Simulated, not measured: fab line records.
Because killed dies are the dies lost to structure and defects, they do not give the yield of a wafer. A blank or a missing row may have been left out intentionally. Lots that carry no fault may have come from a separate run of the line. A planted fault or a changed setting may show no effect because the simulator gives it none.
The tool behind it: which one? ; flow gf180mcu ; 42 wafers from 14 lots sampled at 4 of the route's 602 steps

## WHAT THE GAUGES SHOWED, per wafer
GF_V5_RS_MEAS_24: a four-point-probe measurement. Usual: V5_W_RS 0.327 ohm/sq, standard deviation 0.004.
lot;measured;on;V5_W_RS (ohm/sq);flag
L879;day 27 02:05;film metro-01;0.327 0.324 0.331;
L880;day 27 14:01;film metro-01;0.328 0.327 0.324;
L881;day 27 15:38;film metro-01;0.325 0.337 0.329;
L882;day 27 19:14;film metro-03;0.325 0.329 0.326;
L883;day 28 03:59;film metro-01;0.333 0.328 0.331;
L884;day 28 10:17;film metro-01;0.323 0.321 0.324;
L885;day 28 16:55;film metro-01;0.323 0.319 0.322;
L886;day 29 04:26;film metro-01;0.325 0.328 0.323;
L888;day 29 23:03;film metro-03;0.327 0.322 0.333;
L889;day 29 23:22;film metro-03;0.326 0.327 0.327;
L892;day 31 01:15;film metro-01;0.325 0.323 0.323;
L893;day 31 03:56;film metro-02;0.322 0.326 0.317;
L894;day 31 17:19;film metro-01;0.331 0.327 0.326;
L895;day 31 18:56;film metro-03;0.328 0.324 0.327;

GF_TOP_METAL_OVL_MEAS_15. Usual: TOP_METAL_OVL -0.7 nm, standard deviation 1.4.
lot;measured;on;TOP_METAL_OVL (nm);flag
L879;day 27 23:20;overlay-01;1.1 -1.3 1.0;
L880;day 28 11:38;overlay-02;-2.9 -2.7 -3.0;
L881;day 28 12:24;overlay-01;-0.2 2.7 2.8;
L882;day 28 16:57;overlay-01;-0.1 -0.3 1.0;
L883;day 29 00:35;overlay-01;-1.6 0.2 -0.1;
L884;day 29 07:08;overlay-02;0.7 -0.6 -0.1;
L885;day 29 13:08;overlay-02;-1.3 -2.0 -0.3;
L886;day 29 23:59;overlay-02;1.9 -0.2 0.7;
L888;day 30 17:35;overlay-02;-1.5 -1.4 -1.6;
L889;day 30 17:57;overlay-01;-2.4 -3.7 -0.2;
L892;day 31 19:39;overlay-01;0.4 -0.3 -1.5;
L893;day 31 21:21;overlay-02;-0.3 1.4 1.4;
L894;day 32 09:50;overlay-02;-0.8 -1.8 -0.6;
L895;day 32 11:36;overlay-02;0.1 0.1 -0.5;

## TOOL THAT RAN EACH LOT (tool first, then ch and the chambers of the sampled wafers, then the start)
lot;GF_V4_CVD_23;GF_TOP_METAL_SPUTTER_03
L879;cvd w-02 ch 1, day 24 07:38;pvd sputter-01, day 27 03:01
L880;cvd w-01 ch 0,1, day 24 20:11;pvd sputter-03, day 27 14:39
L881;cvd w-02 ch 0,1, day 24 22:35;pvd sputter-01, day 27 16:18
L882;cvd w-01 ch 0,1, day 25 02:18;pvd sputter-03, day 27 20:14
L883;cvd w-02 ch 0,1, day 25 12:08;pvd sputter-02, day 28 04:39
L884;cvd w-01 ch 0,1, day 25 18:25;pvd sputter-02, day 28 10:58
L885;cvd w-02 ch 0,1, day 25 23:49;pvd sputter-01, day 28 17:31
L886;cvd w-02 ch 0,1, day 26 12:53;pvd sputter-01, day 29 05:04
L888;cvd w-01 ch 0,1, day 27 08:17;pvd sputter-03, day 29 23:40
L889;cvd w-02 ch 0,1, day 27 08:41;pvd sputter-01, day 30 00:01
L892;cvd w-01 ch 0,1, day 28 15:10;pvd sputter-03, day 31 01:53
L893;cvd w-02 ch 0,1, day 28 17:26;pvd sputter-02, day 31 04:34
L894;cvd w-01 ch 0,1, day 29 09:13;pvd sputter-01, day 31 17:58
L895;cvd w-02 ch 0,1, day 29 09:32;pvd sputter-03, day 31 19:34
- GF_V4_CVD_23: deposits W, target thk 350 nm, time 104.9 s.
- GF_TOP_METAL_SPUTTER_03: material Ti, target thk 5 nm, time 3.3 s.

## AS READ BY THE TOOLS THEMSELVES (means over the sampled wafers that have a number; for cases with no such wafer, the mark the record gives instead)
GF_V4_CVD_23. Usual: heater power outer w 546 W, standard deviation 56; heater power w 915 W, standard deviation 69.
lot;tool;heater power outer w (W);heater power w (W);flag
L879;cvd w-02;642;986;
L880;cvd w-01;530;917;
L881;cvd w-02;538;897;
L882;cvd w-01;521;890;
L883;cvd w-02;583;946;
L884;cvd w-01;521;911;
L885;cvd w-02;585;938;
L886;cvd w-02;578;936;
L888;cvd w-01;524;884;
L889;cvd w-02;538;889;
L892;cvd w-01;514;888;
L893;cvd w-02;592;949;
L894;cvd w-01;523;938;
L895;cvd w-02;585;938;

GF_TOP_METAL_SPUTTER_03. Usual: throttle valve pct 30.2 %, standard deviation 0.85.
lot;tool;throttle valve pct (%);flag
L879;pvd sputter-01;30.2;
L880;pvd sputter-03;30.1;
L881;pvd sputter-01;30.3;
L882;pvd sputter-03;30.8;
L883;pvd sputter-02;29.8;
L884;pvd sputter-02;30.6;
L885;pvd sputter-01;29.9;
L886;pvd sputter-01;30.5;
L888;pvd sputter-03;30.2;
L889;pvd sputter-01;30.0;
L892;pvd sputter-03;28.7;
L893;pvd sputter-02;30.3;
L894;pvd sputter-01;30.5;
L895;pvd sputter-03;29.6;

## THE ANSWER, worked out from the rows above alone
Rule: a lot counts as off when the mean over its wafers that have a number is more than 3 standard deviations away from the usual mean. Also off: a lot with no number at a reading for which 4 or more lots have one. The other lots that the step has rows for count as sound. Order of review: gauges by route order, followed by the tools' own readings, for which a lot's mean as printed above is used. The first step at which some lot is off is used, and at that step the reading that is off furthest; a lot without a number counts as furthest.
No lot is off at any reading shown: from this, nothing can be told.

## WHAT WAS PUT IN BY THE SIMULATOR
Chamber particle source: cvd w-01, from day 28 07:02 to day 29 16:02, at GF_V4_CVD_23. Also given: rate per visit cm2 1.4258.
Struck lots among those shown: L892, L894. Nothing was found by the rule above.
